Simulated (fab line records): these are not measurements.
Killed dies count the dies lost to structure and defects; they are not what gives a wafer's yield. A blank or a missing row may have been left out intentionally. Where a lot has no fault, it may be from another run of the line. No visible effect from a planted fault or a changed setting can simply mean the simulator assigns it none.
The tool behind it: which one? + flow gf180mcu + Sampling: 11 lots, 33 wafers, 5 of 602 route steps

## WHAT EACH GAUGE READ, for each wafer
GF_M3_CD_MEAS_14 targets a cd of 280 nm. Usual: cd_nm 280.5 nm, standard deviation 1.1.
| lot  | measured     | on        | cd_nm (nm)        | flag |
|------|--------------|-----------|-------------------|------|
| L694 | day 22 10:55 | cd_sem-02 | 279.0 279.1 279.9 |      |
| L695 | day 22 15:22 | cd_sem-02 | 280.2 280.0 279.5 |      |
| L696 | day 22 18:14 | cd_sem-01 | 280.6 280.8 281.5 |      |
| L697 | day 23 04:02 | cd_sem-02 | 280.4 279.2 279.1 |      |
| L699 | day 23 22:43 | cd_sem-02 | 280.3 280.7 280.6 |      |
| L702 | day 25 04:40 | cd_sem-02 | 281.7 281.5 282.1 |      |
| L703 | day 25 10:26 | cd_sem-01 | 283.4 282.8 282.0 |      |
| L705 | day 25 23:31 | cd_sem-02 | 280.0 281.5 280.2 |      |
| L709 | day 27 03:52 | cd_sem-02 | 279.9 280.0 279.0 |      |
| L712 | day 28 02:58 | cd_sem-01 | 280.6 279.8 280.7 |      |
| L713 | day 28 10:32 | cd_sem-01 | 278.7 280.8 281.3 |      |

GF_V3_THK_MEAS_03. Usual: V3_CVD_02_THK typically reads 849 nm, with standard deviation 11.
| lot  | measured     | on            | V3_CVD_02_THK (nm) | flag |
|------|--------------|---------------|--------------------|------|
| L694 | day 22 11:56 | film_metro-01 | 836 857 849        |      |
| L695 | day 22 16:22 | film_metro-04 | 854 864 877        |      |
| L696 | day 22 19:14 | film_metro-02 | 838 845 837        |      |
| L697 | day 23 05:04 | film_metro-04 | 846 848 851        |      |
| L699 | day 23 23:44 | film_metro-01 | 835 855 836        |      |
| L702 | day 25 05:46 | film_metro-04 | 849 848 858        |      |
| L703 | day 25 11:34 | film_metro-02 | 845 848 857        |      |
| L705 | day 26 00:31 | film_metro-04 | 840 839 871        |      |
| L709 | day 27 04:55 | film_metro-01 | 833 851 846        |      |
| L712 | day 28 04:01 | film_metro-02 | 832 846 847        |      |
| L713 | day 28 11:32 | film_metro-01 | 832 838 853        |      |

## WHAT TOOL EACH LOT RAN ON (gives the tool, then ch and the chambers of the sampled wafers, and finally the start)
| lot  | GF_V2_SPUTTER_22             | GF_M3_METAL_ETCH_16               | GF_M3_STRIP_17                       |
|------|------------------------------|-----------------------------------|--------------------------------------|
| L694 | pvd_sputter-02, day 21 11:25 | rie_metal-04 ch 0,1, day 22 11:04 | plasma_asher-03 ch 0,1, day 22 11:10 |
| L695 | pvd_sputter-04, day 21 15:03 | rie_metal-02 ch 1, day 22 15:31   | plasma_asher-04 ch 0, day 22 15:38   |
| L696 | pvd_sputter-02, day 21 18:18 | rie_metal-03 ch 0,1, day 22 18:23 | plasma_asher-04 ch 0,1, day 22 18:29 |
| L697 | pvd_sputter-02, day 22 04:30 | rie_metal-03 ch 1, day 23 04:10   | plasma_asher-02 ch 0,1, day 23 04:17 |
| L699 | pvd_sputter-03, day 22 23:27 | rie_metal-03 ch 0,1, day 23 22:52 | plasma_asher-03 ch 0,1, day 23 22:59 |
| L702 | pvd_sputter-04, day 24 06:02 | rie_metal-03 ch 1, day 25 04:50   | plasma_asher-04 ch 0,1, day 25 05:01 |
| L703 | pvd_sputter-04, day 24 12:06 | rie_metal-03 ch 1, day 25 10:36   | plasma_asher-04 ch 0,1, day 25 10:49 |
| L705 | pvd_sputter-04, day 25 01:26 | rie_metal-04 ch 0,1, day 25 23:40 | plasma_asher-03 ch 0,1, day 25 23:47 |
| L709 | pvd_sputter-02, day 26 06:17 | rie_metal-04 ch 0,1, day 27 04:02 | plasma_asher-03 ch 0,1, day 27 04:08 |
| L712 | pvd_sputter-04, day 27 06:35 | rie_metal-03 ch 0,1, day 28 03:08 | plasma_asher-02 ch 0,1, day 28 03:14 |
| L713 | pvd_sputter-03, day 27 13:41 | rie_metal-04 ch 0,1, day 28 10:41 | plasma_asher-04 ch 0,1, day 28 10:47 |
- GF_V2_SPUTTER_22: material TiN, target thk 10 nm, time 40 s.
- GF_M3_METAL_ETCH_16: etches the open film in Cl2/BCl3, stops on SiO2, target depth 627.5 nm, time 104.6 s.
- GF_M3_STRIP_17: strips in O2/N2.

## WHAT THE TOOLS THEMSELVES READ (means of the sampled wafers that have a number; where no wafer has one, the mark that the record gives instead)
GF_V2_SPUTTER_22. Usual: throttle_valve_pct 29.8 %, standard deviation 0.96.
| lot  | tool           | throttle_valve_pct (%) | flag |
|------|----------------|------------------------|------|
| L694 | pvd_sputter-02 | 29.5                   |      |
| L695 | pvd_sputter-04 | 29.4                   |      |
| L696 | pvd_sputter-02 | 30.5                   |      |
| L697 | pvd_sputter-02 | 30.6                   |      |
| L699 | pvd_sputter-03 | 29.8                   |      |
| L702 | pvd_sputter-04 | 29.9                   |      |
| L703 | pvd_sputter-04 | 29.6                   |      |
| L705 | pvd_sputter-04 | 29.6                   |      |
| L709 | pvd_sputter-02 | 30.2                   |      |
| L712 | pvd_sputter-04 | 29.7                   |      |
| L713 | pvd_sputter-03 | 29.4                   |      |

GF_M3_METAL_ETCH_16. Usual: bias_w 140.0 W, standard deviation 0.38; drypump_motor_current_A 5.8 A, standard deviation 0.58; he_backside_leak_sccm 3.35 sccm, standard deviation 0.26; oes_product_au 0.970 a.u., standard deviation 0.0062; throttle_valve_pct 28.253 %, standard deviation 0.011.
| lot  | tool         | bias_w (W) | drypump_motor_current_A (A) | he_backside_leak_sccm (sccm) | oes_product_au (a.u.) | throttle_valve_pct (%) | flag |
|------|--------------|------------|-----------------------------|------------------------------|-----------------------|------------------------|------|
| L694 | rie_metal-04 | 140.2      | 6.1                         | 3.40                         | 0.970                 | 28.250                 |      |
| L695 | rie_metal-02 | 140.5      | 5.3                         | 3.56                         | 0.964                 | 28.262                 |      |
| L696 | rie_metal-03 | 139.7      | 5.6                         | 3.25                         | 0.976                 | 28.248                 |      |
| L697 | rie_metal-03 | 139.7      | 5.0                         | 3.26                         | 0.972                 | 28.249                 |      |
| L699 | rie_metal-03 | 139.8      | 5.6                         | 3.26                         | 0.969                 | 28.250                 |      |
| L702 | rie_metal-03 | 140.0      | 5.0                         | 3.47                         | 0.968                 | 28.247                 |      |
| L703 | rie_metal-03 | 140.2      | 5.0                         | 3.49                         | 0.975                 | 28.239                 |      |
| L705 | rie_metal-04 | 139.9      | 6.0                         | 3.55                         | 0.973                 | 28.249                 |      |
| L709 | rie_metal-04 | 140.2      | 6.2                         | 3.46                         | 0.963                 | 28.259                 |      |
| L712 | rie_metal-03 | 139.9      | 5.6                         | 3.21                         | 0.967                 | 28.247                 |      |
| L713 | rie_metal-04 | 140.4      | 6.0                         | 3.46                         | 0.969                 | 28.259                 |      |

GF_M3_STRIP_17. Usual: drypump_motor_current_A 5.63 A, standard deviation 0.25; heater_power_w 339 W, standard deviation 16; oes_product_au 0.557 a.u., standard deviation 0.005; strip_time_to_endpoint_s 7.86 s, standard deviation 0.063.
| lot  | tool            | drypump_motor_current_A (A) | heater_power_w (W) | oes_product_au (a.u.) | strip_time_to_endpoint_s (s) | flag |
|------|-----------------|-----------------------------|--------------------|-----------------------|------------------------------|------|
| L694 | plasma_asher-03 | 5.49                        | 346                | 0.559                 | 7.90                         |      |
| L695 | plasma_asher-04 | 5.36                        | 359                | 0.557                 | 7.83                         |      |
| L696 | plasma_asher-04 | 5.44                        | 337                | 0.557                 | 7.82                         |      |
| L697 | plasma_asher-02 | 6.04                        | 328                | 0.552                 | 7.78                         |      |
| L699 | plasma_asher-03 | 5.60                        | 340                | 0.560                 | 7.79                         |      |
| L702 | plasma_asher-04 | 5.41                        | 346                | 0.530                 | 7.21                         | OFF  |
| L703 | plasma_asher-04 | 5.40                        | 351                | 0.518                 | 6.86                         | OFF  |
| L705 | plasma_asher-03 | 5.61                        | 343                | 0.556                 | 7.93                         |      |
| L709 | plasma_asher-03 | 5.61                        | 341                | 0.556                 | 7.90                         |      |
| L712 | plasma_asher-02 | 5.97                        | 324                | 0.551                 | 7.76                         |      |
| L713 | plasma_asher-04 | 5.42                        | 352                | 0.559                 | 7.92                         |      |

## THE ANSWER, worked out from the rows above alone
Rule: lot off if the mean of its wafers having a number is beyond 3 standard deviations from the usual mean. Also off: a lot with no number at a reading for which 4 or more lots have one. The other lots that the step has rows for count as sound. After the gauges, taken in route order, come the tools' own readings; for these a lot's mean is taken, as printed above. The first step at which some lot is off is used, and at that step the reading that is off furthest; a lot without a number counts as furthest.
Off at GF_M3_STRIP_17 (strip_time_to_endpoint_s): L702, L703.
If a tool, at that step or one of the process steps before it, ran each lot that is off and ran no sound lot following the first of them, it fits. Of those tried, none fits.

## WHAT WAS PUT IN BY THE SIMULATOR
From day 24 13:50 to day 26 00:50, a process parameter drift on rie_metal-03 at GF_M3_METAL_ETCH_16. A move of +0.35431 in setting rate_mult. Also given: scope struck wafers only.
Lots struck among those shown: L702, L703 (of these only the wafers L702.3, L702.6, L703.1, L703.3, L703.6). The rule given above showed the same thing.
